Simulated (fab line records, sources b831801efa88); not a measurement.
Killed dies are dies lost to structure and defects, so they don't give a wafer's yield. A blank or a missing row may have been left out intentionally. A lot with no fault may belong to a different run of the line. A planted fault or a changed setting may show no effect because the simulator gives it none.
Which tool is to blame?	flow sky130	Sampling: 15 lots, 45 wafers, 4 of 708 route steps

WHAT THE GAUGES READ, wafer by wafer
No reading from a measuring or inspecting step in the record can be judged against a usual standard deviation.

WHICH TOOL RAN EACH LOT (tool, then ch and the chambers of the sampled wafers, then the start)
lot	SKY_VIA2_CVD_21	SKY_CAPM_SPUTTER_02	SKY_VIA3_EXPOSE_09	SKY_METAL4_SPUTTER_01
L186	cvd_w-01 ch 0,1, day 36 06:14	pvd_sputter-02, day 36 07:05	krf_scanner-02 ch 0, day 39 03:31	pvd_sputter-01, day 39 16:48
L188	cvd_w-02 ch 0,1, day 36 18:23	pvd_sputter-02, day 36 19:15	krf_scanner-02 ch 0, day 39 12:53	pvd_sputter-04, day 40 02:44
L187	cvd_w-01 ch 0,1, day 36 21:01	pvd_sputter-04, day 36 21:52	krf_scanner-02 ch 0, day 39 15:27	pvd_sputter-01, day 40 05:54
L189	cvd_w-01 ch 0,1, day 37 05:06	pvd_sputter-04, day 37 05:57	krf_scanner-01 ch 0, day 39 23:50	pvd_sputter-03, day 40 13:09
L190	cvd_w-01 ch 0,1, day 37 16:31	pvd_sputter-02, day 37 17:22	krf_scanner-02 ch 0, day 40 10:00	pvd_sputter-04, day 40 23:23
L191	cvd_w-02 ch 1, day 37 17:53	pvd_sputter-02, day 37 18:52	krf_scanner-02 ch 0, day 40 11:26	pvd_sputter-01, day 41 01:38
L193	cvd_w-01 ch 0,1, day 39 05:24	pvd_sputter-03, day 39 06:32	krf_scanner-02 ch 0, day 41 20:46	pvd_sputter-04, day 42 09:59
L196	cvd_w-01 ch 0,1, day 40 04:34	pvd_sputter-04, day 40 05:25	krf_scanner-01 ch 0, day 42 19:32	pvd_sputter-04, day 43 08:48
L197	cvd_w-02 ch 0,1, day 40 07:04	pvd_sputter-04, day 40 07:55	krf_scanner-01 ch 0, day 42 21:26	pvd_sputter-04, day 43 09:52
L202	cvd_w-02 ch 0,1, day 41 22:12	pvd_sputter-02, day 41 23:03	krf_scanner-02, day 44 10:16	-
L205	cvd_w-02 ch 0, day 42 06:54	pvd_sputter-03, day 42 07:45	krf_scanner-02, day 44 17:27	-
L204	cvd_w-02 ch 0,1, day 42 10:43	pvd_sputter-03, day 42 11:31	krf_scanner-02, day 44 21:54	-
L207	cvd_w-02 ch 0,1, day 42 17:41	pvd_sputter-02, day 42 18:30	krf_scanner-01 ch 0, day 45 05:38	pvd_sputter-03, day 45 17:05
L208	cvd_w-01 ch 0,1, day 43 00:47	pvd_sputter-03, day 43 01:39	krf_scanner-02 ch 0, day 45 10:47	pvd_sputter-03, day 45 22:41
L209	cvd_w-02 ch 1, day 43 02:35	pvd_sputter-04, day 43 03:26	krf_scanner-02 ch 0, day 45 12:05	pvd_sputter-01, day 46 00:32
- SKY_VIA2_CVD_21: deposits W, target thk 420 nm, time 126.4 s.
- SKY_CAPM_SPUTTER_02: material TiN, target thk 200 nm, time 166.7 s.
- SKY_VIA3_EXPOSE_09: exposes mask VIM3, target cd 200 nm.
- SKY_METAL4_SPUTTER_01: material TiN, target thk 20 nm, time 16.7 s.

WHAT THE TOOLS THEMSELVES READ (means of the sampled wafers that have a number; where no wafer has one, the mark that the record gives instead)
SKY_VIA2_CVD_21.
lot	tool	heater_power_outer_w (W)	heater_power_w (W)
L186	cvd_w-01	545	922
L188	cvd_w-02	525	830
L187	cvd_w-01	548	927
L189	cvd_w-01	534	939
L190	cvd_w-01	540	930
L191	cvd_w-02	487	823
L193	cvd_w-01	545	933
L196	cvd_w-01	542	938
L197	cvd_w-02	522	827
L202	cvd_w-02	523	829
L205	cvd_w-02	550	821
L204	cvd_w-02	519	829
L207	cvd_w-02	533	822
L208	cvd_w-01	554	909
L209	cvd_w-02	474	819

SKY_CAPM_SPUTTER_02.
lot	tool	throttle_valve_pct (%)
L186	pvd_sputter-02	28.9
L188	pvd_sputter-02	29.2
L187	pvd_sputter-04	30.0
L189	pvd_sputter-04	30.9
L190	pvd_sputter-02	29.0
L191	pvd_sputter-02	29.0
L193	pvd_sputter-03	29.4
L196	pvd_sputter-04	30.0
L197	pvd_sputter-04	29.5
L202	pvd_sputter-02	29.3
L205	pvd_sputter-03	29.7
L204	pvd_sputter-03	30.5
L207	pvd_sputter-02	29.1
L208	pvd_sputter-03	29.7
L209	pvd_sputter-04	30.0

SKY_VIA3_EXPOSE_09.
lot	tool	exposure_dose_mJ_cm2	focus_offset_nm (nm)
L186	krf_scanner-02	37.97	0.3
L188	krf_scanner-02	38.00	-0.6
L187	krf_scanner-02	38.00	-0.1
L189	krf_scanner-01	38.03	-0.4
L190	krf_scanner-02	38.02	-0.5
L191	krf_scanner-02	37.96	-0.1
L193	krf_scanner-02	37.99	0.2
L196	krf_scanner-01	37.99	0.6
L197	krf_scanner-01	37.97	-0.3
L202	krf_scanner-02	-	-
L205	krf_scanner-02	-	-
L204	krf_scanner-02	-	-
L207	krf_scanner-01	38.01	-0.2
L208	krf_scanner-02	38.00	0.4
L209	krf_scanner-02	38.01	-0.5

SKY_METAL4_SPUTTER_01.
lot	tool	throttle_valve_pct (%)
L186	pvd_sputter-01	29.9
L188	pvd_sputter-04	29.0
L187	pvd_sputter-01	30.0
L189	pvd_sputter-03	29.4
L190	pvd_sputter-04	31.0
L191	pvd_sputter-01	29.5
L193	pvd_sputter-04	29.8
L196	pvd_sputter-04	29.2
L197	pvd_sputter-04	29.7
L207	pvd_sputter-03	29.7
L208	pvd_sputter-03	29.5
L209	pvd_sputter-01	29.7

THE ANSWER, worked out from the rows above alone
Rule: the usual values come from the lots themselves. The widest of any qualifying gaps counts: lots, ordered by their means at a reading, are off when they make up no more than a third of the lots, leave a main group of 4 or more, and stand apart from it by 3 or more times the standard deviation of that group's means. A main group whose means are all the same, to the digits that the tables above print for the reading, isn't used. Also off: a lot with no number at a reading for which 4 or more lots have one. Any other lot the step has rows for is counted as sound. The gauges are gone through in route order, then the tools' own readings, and for those a lot's mean is taken as printed above. At the first step where some lot is off, the reading lying furthest off is the one used; lots without a number count as furthest.
Off, at SKY_VIA3_EXPOSE_09 on exposure_dose_mJ_cm2: L202, L205, L204. Without a number there: L202, L205, L204. Mean 38.00 and standard deviation 0.02 in the main group.
If a tool, at that step or one of the process steps before it, ran each lot that is off and ran no sound lot following the first of them, it fits. No candidate that was tried fits.

WHAT THE SIMULATOR HAD PUT IN
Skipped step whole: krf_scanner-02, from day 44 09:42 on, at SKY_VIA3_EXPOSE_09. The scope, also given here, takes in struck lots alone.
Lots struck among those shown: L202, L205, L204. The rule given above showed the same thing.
